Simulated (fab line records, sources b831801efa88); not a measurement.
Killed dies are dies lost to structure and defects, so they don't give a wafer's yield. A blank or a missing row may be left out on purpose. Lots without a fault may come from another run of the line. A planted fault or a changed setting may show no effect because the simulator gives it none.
One fault seen from 2 desks | flow gf180mcu | each desk has only its own numbers; what lay behind them comes last

THE TOOL OWNER'S DESK: iline_stepper-02
The tool's own readings at GF_TOP_METAL_EXPOSE_11 (exposes mask MetalTop, target cd 440 nm): means of the sampled wafers that have a number, for each lot that ran on this tool. A lot is out of limits, marked OUT, if its mean lies more than 4 standard deviations from the usual mean; the brackets give that distance.
Columns: A = stage_vel_mm_s at GF_TOP_METAL_EXPOSE_11, usual 499.92 mm/s
lot  | first seen here | A
L384 | day 28 17:07    | 500.27
L401 | day 33 12:49    | 500.25
This desk's finding: nothing out of limits on any of the 2 lots.

THE METROLOGY DESK
What the gauges read, lot by lot, whatever tool the lot ran on: means of the sampled wafers that have a number. A lot is out of limits, marked OUT, if its mean lies more than 4 standard deviations from the usual mean; the brackets give that distance.
Columns: A = TOP_METAL_ALCU_RS at GF_TOP_METAL_RS_MEAS_05, usual 0.0330 ohm/sq; B = TOP_METAL_ALCU_THK at GF_TOP_METAL_THK_MEAS_06, usual 897 nm; C = cd_nm at GF_TOP_METAL_CD_MEAS_14, usual 440.8 nm; D = TOP_METAL_OVL at GF_TOP_METAL_OVL_MEAS_15, usual 1.1 nm
lot  | first seen here | A      | B   | C               | D
L384 | day 28 07:27    | 0.0329 | 894 | 439.4           | 0.1
L390 | day 30 09:16    | 0.0329 | 898 | 441.6           | -1.5
L395 | day 32 03:38    | 0.0331 | 892 | 439.9           | -0.3
L401 | day 33 04:36    | 0.0332 | 896 | 415.0 (-11) OUT | 1.3
L404 | day 33 23:53    | 0.0333 | 893 | 444.8           | 0.9
This desk's finding: out of limits on L401; first on L401, day 33 21:25 (cd_nm at GF_TOP_METAL_CD_MEAS_14). In limits: L384, L390, L395, L404.

PUT TOGETHER
The metrology desk could have raised an alarm at day 33 21:25, on L401.
The tool owner's desk saw nothing out of limits.
The tool owner's desk has L401 on record, within its limits.
Of the lots named, all ran GF_TOP_METAL_EXPOSE_11 on iline_stepper-02.

WHAT THE SIMULATOR HAD PUT IN
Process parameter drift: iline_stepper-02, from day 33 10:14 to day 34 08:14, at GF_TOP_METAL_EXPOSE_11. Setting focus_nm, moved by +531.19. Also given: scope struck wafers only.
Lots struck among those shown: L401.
Hours from the fault's start to each desk's first reading out of limits: the metrology desk, 11.
